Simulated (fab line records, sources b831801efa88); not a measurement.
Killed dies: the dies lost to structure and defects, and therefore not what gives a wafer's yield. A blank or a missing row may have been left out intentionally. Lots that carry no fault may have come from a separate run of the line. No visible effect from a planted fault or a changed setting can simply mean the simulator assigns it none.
Struck lot and sound lot, side by side + flow sky130 + 22 out of 708 route steps
Sound: these wafers, L461.1, L461.4, L461.6. Struck: wafer L463.3 (left out: L463.2, a lot-mate that was not struck); the cause follows at the end.
For every step that has rows: the tool of each side, followed by ch and its chambers, followed by its first start. Under that, the readings that differ: sound wafers + struck wafers + difference of the means + sigmas: that difference in standard deviations of wafers without a fault.
alike: a reading whose means differ by less than 2 such deviations, as well as words and numbers matching on both sides. not compared: withheld readings; readings where some wafer has no value; bounds like >300 that might hide an equal value; numbers whose values overlap and for which the record gives no deviation.
A row with sigmas, a row that says differs or no value, or rows on one side alone: a step with any of these is where the two part. Numbers that have no deviation but don't overlap get no sigmas and don't part them. A reading that every wafer of one side lacks parts them only if that side has two wafers or more.

first, 2 steps without rows for these wafers: SKY_RES_PROTECT_DEVELOP_06 (develop time 60 s); SKY_POLY_GATE_IMPLANT_02.
SKY_RES_PROTECT_STRIP_07: strips in O2/N2.
  sound on plasmaAsher-03 ch 0,1, day 19 17:36; struck on plasmaAsher-01 ch 0, day 20 13:13
  alike: drypumpMotorCurrentA, oesProductAu, stripTimeToEndpointS
  not compared: rfHoursCounterH
SKY_RES_PROTECT_TW_MEAS_08:
  struck on filmMetro-03, day 20 13:19; sound on filmMetro-02, day 19 17:42
  alike: POLY_GATE_TW
then, 2 steps without rows for these wafers: SKY_RES_PROTECT_CLEAN_09 (cleans in SC1/SC2, time 150 s); SKY_POLY_GATE_CVD_03 (deposits Si3N4 from DCS/NH3, target thk 75 nm, time 1290 s).
SKY_POLY_GATE_THK_MEAS_04:
  struck on filmMetro-03, day 20 14:48; sound on filmMetro-02, day 19 19:59
  alike: POLY_GATE_CVD_03_THK
then, 5 steps without rows for these wafers: SKY_POLY_GATE_DEHYDRATE_05 (time 60 s); SKY_POLY_GATE_HMDS_06 (prime time 60 s); SKY_POLY_GATE_COAT_07 (resist thk 110 nm); SKY_POLY_GATE_COAT_08 (resist thk 450 nm); SKY_POLY_GATE_SOFTBAKE_09 (time 90 s).
SKY_POLY_GATE_EXPOSE_10: exposes mask P1M, target cd 150 nm.
  sound on krfScanner-02 ch 0, day 20 11:35; struck on krfScanner-02 ch 0, day 21 06:17
  alike: mask
then, 2 steps without rows for these wafers: SKY_POLY_GATE_PEB_11; SKY_POLY_GATE_DEVELOP_12 (develop time 60 s).
SKY_POLY_GATE_CD_MEAS_13 targets a cd of 150 nm.
  struck on cdSem-01, day 21 21:43; sound on cdSem-02, day 21 02:28
| reading   | sound             | struck | difference | sigmas |
|-----------|-------------------|--------|------------|--------|
| cdNm (nm) | 149.3 150.0 150.5 | 127.6  | -22.3      | -17    |
SKY_POLY_GATE_OVL_MEAS_14:
  struck on overlay-02, day 21 21:50; sound on overlay-01, day 21 02:35
  alike: POLY_GATE_OVL
SKY_POLY_GATE_ETCH_15: etches BARC in N2/H2, stops on SiO2, time 118.5 s, target depth 110 nm.
  sound on rieDiel-04 ch 0,3, day 21 02:38; struck on rieDiel-01 ch 1, day 21 21:52
| reading                   | sound             | struck | difference | sigmas |
|---------------------------|-------------------|--------|------------|--------|
| oesProductAu (a.u.)       | 0.713 0.722 0.707 | 0.724  | +0.010     | +2     |
| model.POLY_GATE.cdNm (nm) | 148.4 150 151.3   | 127.6  | -22.3      |        |
  alike: drypumpMotorCurrentA, h2FlowSccm, throttleValvePct
  not compared: rfHoursCounterH
SKY_POLY_GATE_ETCH_16: etches Si3N4 in CH3F/O2, stops on poly-Si, time 147.5 s, target depth 75 nm.
  sound on rieDiel-04 ch 0,3, day 21 02:43; struck on rieDiel-01 ch 1, day 21 21:56
  alike: drypumpMotorCurrentA, oesProductAu, throttleValvePct
  not compared: rfHoursCounterH
SKY_POLY_GATE_ETCH_17: etches poly-Si in HBr/Cl2, stops on SiO2, target depth 180 nm, time 70.5 s.
  sound on rieSi-02 ch 0,3, day 21 02:49; struck on rieSi-02 ch 1, day 21 22:02
| reading                   | sound             | struck | difference | sigmas |
|---------------------------|-------------------|--------|------------|--------|
| model.POLY_GATE.cdNm (nm) | 149.7 149.6 150.4 | 127.6  | -22.3      |        |
  alike: drypumpMotorCurrentA, oesProductAu, throttleValvePct
  not compared: rfHoursCounterH
SKY_POLY_GATE_STRIP_18: strips in O2/N2.
  sound on plasmaAsher-02 ch 1, day 21 02:52; struck on plasmaAsher-04 ch 1, day 21 22:06
  alike: drypumpMotorCurrentA, oesProductAu, stripTimeToEndpointS
  not compared: rfHoursCounterH
-- here the record skips 28 days between the struck wafers' starts before and after, leaving off in module POLY_GATE and picking up in module PAD_OPEN (first step shown: number 708 of the route) --
SKY_PAD_OPEN_PROBE_99:
  struck on prober-02, day 49 10:53; sound on prober-01, day 49 01:19
| reading                             | sound             | struck | difference | sigmas |
|-------------------------------------|-------------------|--------|------------|--------|
| killedAtFrontEnd                    | 15 22 19          | 68     | +49        | +11    |
| killedDies                          | 84 95 85          | 152    | +64        | +7     |
| model.etest.resXhighPo.lineOhmUm    | 5342 5592 5619    | 5756   | +238       |        |
| model.etest.pfet_01v8.rOnOhmUm      | 2921 2956 2924    | 2551   | -383       |        |
| model.etest.pfetG5v0d10v5.rOnOhmUm  | 4823 4712 4790    | 4625   | -150       |        |
| model.etest.resPoly.lineOhmUm       | 507.6 519.8 515.5 | 652.1  | +137.8     |        |
| model.etest.nfet_01v8.rOnOhmUm      | 811.4 811.4 812.4 | 739.9  | -71.8      |        |
| model.etest.nfetG5v0d10v5.rOnOhmUm  | 1904 1897 1916    | 1816   | -90        |        |
| model.etest.sonosUncharged.rOnOhmUm | 812.6 804.6 822.8 | 762.1  | -51.2      |        |
| model.etest.resHighPo.lineOhmUm     | 718.5 749.6 742.9 | 754.6  | +17.6      |        |
  alike: killed_at_M0_to_M3, killed_at_M4_up, killedAtContacts, killedAtOther, killedOpen, killedShort

## WHERE THEY PART
At SKY_POLY_GATE_CD_MEAS_13 first; at SKY_PAD_OPEN_PROBE_99 last (within this record only).

WHY: what the simulator had put in
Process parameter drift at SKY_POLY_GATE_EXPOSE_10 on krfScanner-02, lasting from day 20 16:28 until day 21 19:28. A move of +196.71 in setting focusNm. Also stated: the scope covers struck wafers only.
